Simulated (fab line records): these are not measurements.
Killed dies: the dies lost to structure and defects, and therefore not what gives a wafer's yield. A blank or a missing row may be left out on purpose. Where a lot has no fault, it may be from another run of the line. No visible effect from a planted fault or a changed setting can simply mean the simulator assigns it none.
Matching of chambers -- flow gf180mcu -- rieDiel-03 running GF_PASSIVATION_ETCH_11: 4 sister chambers
The step etches the open film in CF4/O2, stops on TiN, target depth 2040 nm, time 453.3 s. 18 wafers are shown with their chamber, then 9 later ones without.

== WAFERS PAIRED WITH THEIR CHAMBERS ==
wafer,chamber,drypumpMotorCurrentA (A),throttleValvePct (%),oesProductAu (a.u.)
L075.1,2,6.2,5.947,0.994
L075.2,1,4.8,5.969,0.991
L075.6,1,4.8,5.947,0.997
L078.2,0,5.4,5.989,0.992
L078.4,1,4.8,5.970,0.997
L078.6,2,6.2,5.973,0.994
L084.1,1,4.8,5.986,0.990
L084.2,3,6.4,5.971,1.001
L084.4,0,5.3,5.973,0.995
L086.3,1,4.8,5.961,0.990
L086.5,1,4.8,5.960,0.987
L086.6,2,6.3,5.976,0.989
L087.1,3,6.4,5.967,1.005
L087.5,2,6.2,5.974,0.988
L087.6,3,6.4,5.965,0.988
L090.3,2,6.2,5.973,0.995
L090.4,0,5.3,5.984,0.993
L090.5,1,4.8,5.948,0.995

SIGNATURES (averages over the wafers above)
reading,chamber 0,chamber 1,chamber 2,chamber 3,scatter within a chamber
drypumpMotorCurrentA,5.333,4.800,6.220,6.400,0.0324
throttleValvePct,5.98200,5.96300,5.96860,5.96767,0.0115
oesProductAu,0.99333,0.99243,0.99200,0.99800,0.0046
Rule: for a wafer and a chamber, the distance is found by dividing, reading by reading, the gap between the wafer's reading and the chamber's mean by the reading's scatter, squaring, summing and taking the root. If the next closest chamber is less than 2 further off than the closest, the wafer can't be placed; otherwise it belongs to the closest. The scatter is the square root of a quotient: the sum, over the shown wafers, of each reading's squared deviation from its chamber's mean, divided by wafers minus chambers.

== WAFERS MISSING THEIR CHAMBER ==
wafer,drypumpMotorCurrentA (A),throttleValvePct (%),oesProductAu (a.u.)
L092.1,5.4,5.962,1.000
L092.5,6.4,5.982,0.992
L092.6,6.2,5.978,0.995
L094.2,6.4,5.961,0.998
L094.3,4.8,5.972,0.999
L094.4,6.2,5.983,1.002
L096.1,6.4,5.969,0.993
L096.2,6.2,5.969,0.987
L096.6,6.2,5.955,0.990

== EACH ONE'S CHAMBER ==
wafer,from the rows above,in truth
L092.1,0,0
L092.5,3,3
L092.6,2,2
L094.2,3,3
L094.3,1,1
L094.4,2,2
L096.1,3,3
L096.2,2,2
L096.6,2,2
Correctly placed: 9 of 9. Not placeable from these rows: 0. Wrongly placed: 0.
